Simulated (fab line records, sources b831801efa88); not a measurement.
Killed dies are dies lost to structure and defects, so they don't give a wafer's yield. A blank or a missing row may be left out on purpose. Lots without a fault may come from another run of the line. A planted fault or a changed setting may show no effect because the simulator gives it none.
Chamber matching | flow sky130 | SKY_LI_CONTACT_ETCH_14 on rie_diel-02: 4 sister chambers
The step etches BARC in N2/H2, stops on SiO2, time 45.9 s, target depth 60 nm. 7 wafers are shown with their chamber, then 9 later ones without.

WAFERS WITH THEIR CHAMBER
wafer  | chamber | drypump_motor_current_A (A) | oes_product_au (a.u.)
L083.4 | 1       | 5.2                         | 0.855
L086.2 | 0       | 6.6                         | 0.857
L088.1 | 0       | 6.7                         | 0.857
L088.4 | 2       | 6.5                         | 0.849
L089.1 | 2       | 6.5                         | 0.858
L089.2 | 3       | 6.8                         | 0.854
L089.5 | 3       | 6.7                         | 0.858

WAFERS WITHOUT THEIR CHAMBER
wafer  | drypump_motor_current_A (A) | oes_product_au (a.u.)
L094.2 | 6.6                         | 0.857
L094.3 | 6.7                         | 0.856
L094.4 | 5.2                         | 0.856
L095.2 | 6.6                         | 0.846
L095.3 | 6.5                         | 0.866
L095.4 | 5.2                         | 0.854
L096.2 | 6.7                         | 0.854
L096.4 | 6.5                         | 0.853
L096.6 | 5.2                         | 0.860

WHICH CHAMBER EACH WENT THROUGH
wafer  | from the rows above          | in truth
L094.2 | can't be placed: 0 or 2 or 3 | 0
L094.3 | can't be placed: 3 or 0      | 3
L094.4 | 1                            | 1
L095.2 | can't be placed: 2 or 0 or 3 | 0
L095.3 | can't be placed: 2 or 0 or 3 | 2
L095.4 | 1                            | 1
L096.2 | can't be placed: 3 or 0      | 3
L096.4 | 2                            | 2
L096.6 | 1                            | 1
Placed correctly: 4 of 9. Can't be placed from these rows: 5 (the true chamber is among the candidates in 5). Placed wrongly: 0.
How it was worked out, from the rows above alone: a wafer's distance from a chamber is the root of the sum, over the readings, of the square of ((its reading less the chamber's mean) divided by the reading's scatter). The wafer belongs to the nearest chamber; if the next one is less than 2 further off, it can't be placed. A chamber's mean is the mean of its shown wafers. The scatter: the root of (the sum of the squares of (reading less its chamber's mean) over the shown wafers, divided by (wafers less chambers)).
